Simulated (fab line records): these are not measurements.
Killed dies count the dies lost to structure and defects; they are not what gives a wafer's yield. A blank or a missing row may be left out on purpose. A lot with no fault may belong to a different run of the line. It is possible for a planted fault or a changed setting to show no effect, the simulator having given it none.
Which of the tools did it? | flow gf180mcu | 13 lots, 39 wafers sampled, at 6 steps of a route of 602

## WHAT THE GAUGES READ, wafer by wafer
GF_POLY_GATE_THK_MEAS_01.
lot  | measured     | on            | POLY_GATE_CVD_00_THK (nm)
L732 | day 8 15:16  | film_metro-04 | 201.1 200.7 201.6
L734 | day 9 03:23  | film_metro-03 | 200.9 199.3 200.8
L735 | day 9 07:22  | film_metro-02 | 199.9 202.2 202.9
L737 | day 9 19:34  | film_metro-02 | 202.6 201.1 202.3
L738 | day 10 04:52 | film_metro-03 | 200.6 201.8 202.2
L739 | day 10 13:22 | film_metro-02 | 198.4 198.9 200.6
L742 | day 11 11:07 | film_metro-03 | 198.2 198.3 198.7
L743 | day 11 14:55 | film_metro-02 | 201.2 200.8 200.1
L746 | day 12 10:10 | film_metro-02 | 198.7 200.9 201.1
L750 | day 13 13:22 | film_metro-03 | 198.1 200.9 200.3
L752 | day 14 05:23 | film_metro-03 | 203.7 202.1 203.7
L753 | day 14 10:52 | film_metro-04 | 198.9 200.7 201.4
L754 | day 14 17:16 | film_metro-03 | 198.2 197.6 197.4

GF_POLY_GATE_CD_MEAS_10: the cd target is 280 nm.
lot  | measured     | on        | cd_nm (nm)
L732 | day 9 07:30  | cd_sem-02 | 279.6 279.6 280.5
L734 | day 9 20:34  | cd_sem-01 | 279.3 279.4 279.1
L735 | day 10 00:34 | cd_sem-02 | 279.6 280.6 281.1
L737 | day 10 12:32 | cd_sem-01 | 281.3 282.2 282.0
L738 | day 10 22:15 | cd_sem-01 | 281.5 281.1 282.9
L739 | day 11 06:54 | cd_sem-02 | 277.5 277.2 277.5
L742 | day 12 05:29 | cd_sem-01 | 279.7 277.8 279.3
L743 | day 12 10:23 | cd_sem-01 | 279.5 278.8 278.5
L746 | day 13 06:17 | cd_sem-02 | 277.6 278.8 279.2
L750 | day 14 09:26 | cd_sem-02 | 280.6 280.7 279.6
L752 | day 15 02:09 | cd_sem-01 | 281.3 281.3 280.3
L753 | day 15 07:38 | cd_sem-02 | 281.2 280.9 281.5
L754 | day 15 14:54 | cd_sem-01 | 278.6 277.6 279.9

GF_HV_LDD_TW_MEAS_11.
lot  | measured     | on            | HV_LDD_TW
L732 | day 10 03:20 | film_metro-02 | 2387 2396 2393
L734 | day 10 18:28 | film_metro-04 | 2445 2452 2454
L735 | day 11 00:40 | film_metro-01 | 2420 2408 2407
L737 | day 11 10:58 | film_metro-01 | 2413 2425 2418
L738 | day 11 19:32 | film_metro-04 | 2456 2447 2433
L739 | day 12 03:56 | film_metro-02 | 2387 2383 2390
L742 | day 13 03:20 | film_metro-01 | 2419 2410 2428
L743 | day 13 08:35 | film_metro-02 | 2395 2401 2397
L746 | day 14 06:08 | film_metro-02 | 2314 2327 2305
L750 | day 15 10:04 | film_metro-04 | 2442 2444 2427
L752 | day 16 02:26 | film_metro-02 | 2395 2392 2399
L753 | day 16 10:44 | film_metro-04 | 2461 2451 2440
L754 | day 16 16:20 | film_metro-04 | 2447 2448 2463

GF_HV_LDD_OVL_MEAS_32.
lot  | measured     | on         | HV_LDD_02_OVL (nm)
L732 | day 11 15:52 | overlay-02 | -1.0 0.6 0.4
L734 | day 12 08:30 | overlay-02 | 0.6 2.3 1.6
L735 | day 12 15:32 | overlay-02 | -0.1 -0.3 3.6
L737 | day 13 01:56 | overlay-02 | 0.9 -0.1 1.2
L738 | day 13 12:07 | overlay-01 | 3.3 3.8 1.7
L739 | day 13 20:50 | overlay-01 | 3.3 3.1 2.1
L742 | day 14 19:53 | overlay-01 | 4.1 4.1 4.0
L743 | day 15 02:53 | overlay-02 | 3.2 2.6 3.2
L746 | day 16 00:58 | overlay-01 | 1.7 1.4 0.0
L750 | day 17 06:12 | overlay-01 | 1.0 1.1 -0.2
L752 | day 17 22:53 | overlay-01 | -0.9 0.1 0.9
L753 | day 18 08:59 | overlay-01 | 0.6 0.9 1.5
L754 | day 18 14:41 | overlay-02 | 1.5 0.7 -0.2

GF_HV_LDD_RS_MEAS_53: measurement is done with a four-point probe.
lot  | measured     | on            | HV_LDD_RS (ohm/sq)
L732 | day 12 12:32 | film_metro-02 | 419.0 418.7 419.1
L734 | day 13 05:28 | film_metro-01 | 418.9 417.8 417.4
L735 | day 13 12:51 | film_metro-02 | 418.7 417.6 419.0
L737 | day 13 23:58 | film_metro-02 | 416.8 417.5 417.9
L738 | day 14 09:40 | film_metro-02 | 416.1 416.3 416.6
L739 | day 14 18:55 | film_metro-04 | 419.0 418.5 418.1
L742 | day 15 18:04 | film_metro-02 | 417.7 417.4 417.4
L743 | day 16 01:41 | film_metro-02 | 414.9 415.1 415.1
L746 | day 17 00:19 | film_metro-02 | 436.4 435.9 436.4
L750 | day 18 06:09 | film_metro-02 | 416.9 417.2 417.2
L752 | day 18 23:49 | film_metro-01 | 418.2 417.6 417.6
L753 | day 19 10:16 | film_metro-01 | 417.6 417.1 416.9
L754 | day 19 15:55 | film_metro-02 | 417.6 418.6 418.6

## WHAT TOOL EACH LOT RAN ON (gives the tool, then ch and the chambers of the sampled wafers, and finally the start)
lot  | GF_HV_LDD_IMPLANT_09
L732 | implanter-02 ch 0, day 10 03:05
L734 | implanter-04 ch 0, day 10 18:16
L735 | implanter-02 ch 0, day 11 00:25
L737 | implanter-04 ch 0, day 11 10:43
L738 | implanter-03 ch 0, day 11 19:17
L739 | implanter-03 ch 0, day 12 03:41
L742 | implanter-02 ch 0, day 13 03:05
L743 | implanter-03 ch 0, day 13 08:20
L746 | implanter-02 ch 0, day 14 05:53
L750 | implanter-04 ch 0, day 15 09:49
L752 | implanter-04 ch 0, day 16 02:11
L753 | implanter-03 ch 0, day 16 10:29
L754 | implanter-04 ch 0, day 16 16:07
- GF_HV_LDD_IMPLANT_09

## AS READ BY THE TOOLS THEMSELVES (means over the sampled wafers that have a number; for cases with no such wafer, the mark the record gives instead)
The record holds no such reading with a usual standard deviation.

## THE ANSWER, worked out from the rows above alone
Rule: usual is defined by the lots themselves. The widest of any qualifying gaps counts: lots, ordered by their means at a reading, are off when they make up no more than a third of the lots, leave a main group of 4 or more, and stand apart from it by 3 or more times the standard deviation of that group's means. If all means in a main group match to the digits the tables above print for the reading, that group is not used. A lot without any number at a reading at which 4 lots or more have one is off too. Where the step has rows for the other lots, those lots are counted as sound. Order of review: gauges by route order, followed by the tools' own readings, for which a lot's mean as printed above is used. At the first step where some lot is off, the reading lying furthest off is the one used; lots without a number count as furthest.
Off: L746, at GF_HV_LDD_RS_MEAS_53 (HV_LDD_RS). The main group: mean 417.5 ohm/sq, standard deviation 1.
If a tool, at a process step before that reading, ran all the lots that are off and no sound lot after the first of them, it fits. The gauges at GF_HV_LDD_RS_MEAS_53 are tried like those tools. One fits: GF_HV_LDD_IMPLANT_09 on implanter-02. Its last sound lot is L742 (day 13 03:05), its first lot that is off L746 (day 14 05:53): a fault that began between those two fits.

## WHAT WAS PUT IN BY THE SIMULATOR
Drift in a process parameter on implanter-02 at GF_HV_LDD_IMPLANT_09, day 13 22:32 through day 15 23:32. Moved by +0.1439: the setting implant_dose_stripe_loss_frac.
Shown lots that were struck: L746. The rule above reached the same finding.
